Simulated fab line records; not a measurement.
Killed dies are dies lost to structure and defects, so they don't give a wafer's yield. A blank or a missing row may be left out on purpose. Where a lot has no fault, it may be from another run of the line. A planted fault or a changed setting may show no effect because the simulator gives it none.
A lot that was struck, set against a sound lot	flow sky130	31 out of 708 route steps
Sound: these wafers, L179.3, L179.4, L179.6. The struck wafers were L193.1, L193.2, L193.6. The cause is named last.
Each step with rows lists, per side, the tool, then ch with its chambers, then its first start. Under that, the readings that differ: sound wafers	struck wafers	difference of the means	sigmas: that difference in standard deviations of wafers without a fault.
alike: same words and numbers on both sides, and readings whose means sit less than 2 such deviations apart. not compared: any withheld reading, any reading some wafer has no value for, any bound like >300 that may hide the same value, and any number with overlapping values for which the record gives no deviation.
The two part at a step that has a row with sigmas, a row that says differs or no value, or rows on one side only. When numbers do not overlap yet have no deviation, they are printed without sigmas and do not part them. Lack of a reading on every wafer of one side parts them only where that side has two or more wafers.

SKY_FIELD_ISO_BOW_MEAS_00:
  sound: film metro-01 at day 2 16:02; struck: film metro-01 at day 5 14:00
  alike: INCOMING_BOW
then, 1 step without rows for these wafers: SKY_FIELD_ISO_OXIDATION_01 (stabilise 600 s, purge 300 s, target thk 12 nm).
SKY_FIELD_ISO_THK_MEAS_02:
  sound: film metro-04 at day 2 20:22; struck: film metro-03 at day 5 16:04
reading	sound	struck	difference	sigmas
FIELD_ISO_OXIDATION_00_THK (nm)	11.93 11.73 11.75	12.33 12.27 12.12	+0.44	+2
SKY_FIELD_ISO_CVD_03: deposits Si3N4 from DCS/NH3, target thk 165 nm, time 2830 s.
  sound on lpcvd-02 ch 0, day 2 20:56; struck on lpcvd-02 ch 0, day 5 16:44
reading	sound	struck	difference	sigmas
spike tc centre C (C)	768.3 766.8 769.3	777.7 775.2 777.3	+8.6	+6
spike tc top C (C)	788.6 789.4 790.1	796.7 801.0 800.9	+10.2	+3
spike tc upper C (C)	770.1 769.0 770.6	706.6 705.4 703.9	-64.6	-65
zone power centre pct (%)	16.4 16.2 16.2	26.2 26.0 26.2	+9.9	+8
zone power top pct (%)	24.4 24.1 24.6	33.6 34.0 34.4	+9.6	+28
zone power upper pct (%)	13.30 13.52 13.32	0.01 0.01 0.01	-13.37	-51
  alike: zone power lower pct
  not compared: model.Si3N4_of_FIELD_ISO_CVD_03.thk nm
SKY_FIELD_ISO_THK_MEAS_04:
  sound: film metro-03 at day 2 23:38; struck: film metro-03 at day 5 18:31
  alike: FIELD_ISO_CVD_03_THK
then, 8 steps without rows for these wafers: SKY_FIELD_ISO_DEHYDRATE_05 (time 60 s); SKY_FIELD_ISO_HMDS_06 (prime time 60 s); SKY_FIELD_ISO_COAT_07 (resist thk 60 nm); SKY_FIELD_ISO_COAT_08 (resist thk 450 nm); SKY_FIELD_ISO_SOFTBAKE_09 (time 90 s); SKY_FIELD_ISO_EXPOSE_10 (exposes mask FOM, target cd 150 nm); SKY_FIELD_ISO_PEB_11; SKY_FIELD_ISO_DEVELOP_12 (develop time 60 s).
SKY_FIELD_ISO_CD_MEAS_13 targets a cd of 150 nm.
  sound: cd sem-01 at day 3 14:36; struck: cd sem-01 at day 6 13:16
  alike: cd nm
SKY_FIELD_ISO_ETCH_14: etches BARC in N2/H2, stops on SiO2, time 45.9 s, target depth 60 nm.
  sound on rie diel-03 ch 0,1,2, day 3 14:41; struck on rie diel-04 ch 1,2, day 6 13:23
  alike: bias w, drypump motor current A, oes product au, throttle valve pct
  not compared: rf hours counter h
SKY_FIELD_ISO_ETCH_15: etches the open film in CHF3/O2, stops on Si, target depth 180 nm, time 72 s.
  sound on rie diel-03 ch 0,1,2, day 3 14:44; struck on rie diel-04 ch 1,2, day 6 13:26
  alike: bias w, drypump motor current A, oes product au, throttle valve pct
  not compared: rf hours counter h, model.etch.depth nm
SKY_FIELD_ISO_STRIP_16: strips in O2/N2.
  sound on plasma asher-04 ch 0,1, day 3 14:49; struck on plasma asher-04 ch 0,1, day 6 13:29
  alike: drypump motor current A, oes product au, strip time to endpoint s
  not compared: rf hours counter h
SKY_FIELD_ISO_ETCH_17: etches Si in HBr/Cl2/O2, target depth 342 nm, time 97.7 s.
  sound on rie si-02 ch 1,3, day 3 14:53; struck on rie si-02 ch 1,2,3, day 6 13:35
  alike: bias w, drypump motor current A, oes product au, throttle valve pct
  not compared: rf hours counter h
then, 5 steps without rows for these wafers: SKY_FIELD_ISO_WET_ETCH_18 (etches Si3N4 in H3PO4, target depth 25 nm, time 286 s); SKY_FIELD_ISO_CLEAN_19 (cleans in SC1/SC2, time 150 s); SKY_FIELD_ISO_CLEAN_20 (cleans in dHF, time 20 s); SKY_FIELD_ISO_WET_ETCH_21 (etches SiO2 in dHF, target depth 20 nm, time 400 s); SKY_FIELD_ISO_OXIDATION_22 (stabilise 600 s, purge 300 s, target thk 10 nm).
SKY_FIELD_ISO_THK_MEAS_23:
  sound: film metro-01 at day 3 20:52; struck: film metro-03 at day 6 15:30
reading	sound	struck	difference	sigmas
FIELD_ISO_OXIDATION_01_THK (nm)	9.72 9.84 9.69	10.30 9.97 10.14	+0.39	+2
then, 1 step without rows for these wafers: SKY_FIELD_ISO_CVD_24 (deposits SiO2, target thk 595 nm, time 99.2 s).
SKY_FIELD_ISO_THK_MEAS_25:
  sound: film metro-03 at day 3 21:00; struck: film metro-01 at day 6 15:38
  alike: FIELD_ISO_CVD_24_THK
then, 1 step without rows for these wafers: SKY_FIELD_ISO_ANNEAL_26 (time 1800 s).
SKY_FIELD_ISO_CMP_27: polishes, stops on Si3N4, t overpolish 16 s, target thk 457.8 nm.
  sound on cmp-02 ch 0,2,3, day 3 23:38; struck on cmp-01 ch 0,1, day 6 18:23
  alike: motor current A
SKY_FIELD_ISO_WET_ETCH_28: etches SiO2 in dHF, target depth 23.7 nm, time 47 s.
  sound on wet bench-01 ch 3, day 3 23:53; struck on wet bench-03 ch 2, day 6 18:41
  not compared: model.Si3N4_of_FIELD_ISO_CVD_03.thk nm
then, 1 step without rows for these wafers: SKY_FIELD_ISO_WET_ETCH_29 (etches Si3N4 in H3PO4, target depth 160 nm, time 1825 s).
-- here the record skips 43 days between the struck wafers' starts before and after, leaving off in module FIELD_ISO and picking up in module PAD_OPEN (first step shown: number 708 of the route) --
SKY_PAD_OPEN_PROBE_99:
  sound: prober-01 at day 47 13:41; struck: prober-02 at day 50 06:40
  alike: killed_at_M0_to_M3, killed_at_M4_up, killed at contacts, killed at front end, killed at other, killed dies, killed open, killed short
  not compared: model.etest.pfet_16v.r on ohm um, model.etest.cap li to poly.c af um2, model.etest.cap poly to well.c af um2, model.etest.field p.vt v, model.etest.sram nfet pass.off log10 a um, model.etest.sram nfet pass.vt v, model.etest.sram nfet pass.vt sat v

## WHERE THEY PART
At SKY_FIELD_ISO_THK_MEAS_02 first; at SKY_FIELD_ISO_THK_MEAS_23 last (within this record only). Later steps at which nothing parts them and some readings are alike: SKY_FIELD_ISO_THK_MEAS_25, SKY_FIELD_ISO_CMP_27, SKY_PAD_OPEN_PROBE_99.

WHY: what had been put in by the simulator
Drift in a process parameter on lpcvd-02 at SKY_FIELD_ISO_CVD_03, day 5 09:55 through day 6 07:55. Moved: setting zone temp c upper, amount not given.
